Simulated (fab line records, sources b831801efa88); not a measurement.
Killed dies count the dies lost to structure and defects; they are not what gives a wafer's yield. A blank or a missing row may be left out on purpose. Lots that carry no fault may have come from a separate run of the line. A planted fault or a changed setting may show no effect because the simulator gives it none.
Problem report, 8D (eight disciplines) form, completed by code + flow sky130 + the parts of the form that need people (team, actions taken, sign-off) are left out

== 1. THE ISSUE ==
Mean of killed at front end at SKY_PAD_OPEN_PROBE_99: 56 across 9 wafers in 3 lots; on wafers with no fault it is 15 (standard deviation 4.3). Measured from the usual mean, that is +9.5 standard deviations.
Seen first at day 48 08:10 on prober-01, wafer L264.1. At this step, 9 wafers from 3 lots have a number in the record. The rule behind "out" and "out of limits": a value lying over 4 standard deviations away from the usual mean. The other wafers with a number count as sound.

== 2. WHAT THIS IS AND IS NOT ==
| question                    | is                     | is not                                               |
|-----------------------------|------------------------|------------------------------------------------------|
| which readings at this step | killed at front end    | killed_at_M4_up, killed at contacts, killed at other |
| which lots                  | L264, L265, L266       | -                                                    |
| which wafers of those lots  | all that have a number | -                                                    |
| read on which tools         | prober-01, prober-02   | -                                                    |
| when                        | from day 48 08:10      | up to then (0 sound wafers)                          |

== 3. WHAT RULES OUT EACH SUSPECT ==
Counting: any tool at a process step up to the reading is kept as a suspect provided that every lot that is out went through it and no sound lot did after the first of them.
- lpcvd-02 at SKY_SPACER_CVD_00 (deposits Si3N4 from DCS/NH3, target thk 43.1 nm, time 740 s): kept. It ran every lot that is out, first L264 (day 26 07:31), and no sound lot after that.
The count leaves lpcvd-02 at SKY_SPACER_CVD_00.

== 4. THE CAUSE (what the simulator had put in) ==
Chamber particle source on lpcvd-02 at SKY_SPACER_CVD_00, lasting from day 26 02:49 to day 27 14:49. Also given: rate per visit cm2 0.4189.
Counting left only this tool.

== 5. THE EFFECT CHAIN, in route order ==
Rows list readings where the struck wafers' mean (over those with a number) sits beyond 3 standard deviations from the usual. Only readings for which the record gives a usual standard deviation are gone through. hours: the time from each lot's start at the first step in this table that gives one to its start at this step, as a median over the lots. sigmas: the change in usual standard deviations.
| hours | step                  | reading             | usual | on struck wafers | change | sigmas |
|-------|-----------------------|---------------------|-------|------------------|--------|--------|
| 0     | SKY_PAD_OPEN_PROBE_99 | killed at front end | 15    | 56               | +41    | +9.5   |
| 0     | SKY_PAD_OPEN_PROBE_99 | killed dies         | 89    | 124              | +35    | +3.9   |
Here are the process steps it includes:
- SKY_PAD_OPEN_PROBE_99

== 6. WHAT WOULD HAVE CAUGHT IT SOONER ==
The fault began at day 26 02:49; the first out-of-limits reading in this record came at day 48 08:10, 533 hours later.
An alarm limit of 4 standard deviations would not have fired on the tool readings at SKY_SPACER_CVD_00 for which the record gives a usual standard deviation, since none of them was out on any struck wafer.
Each of the lots that are out, 3 in all, had begun SKY_SPACER_CVD_00 on lpcvd-02 no later than day 48 08:10. Holding the tool at that point would not have protected any of them.
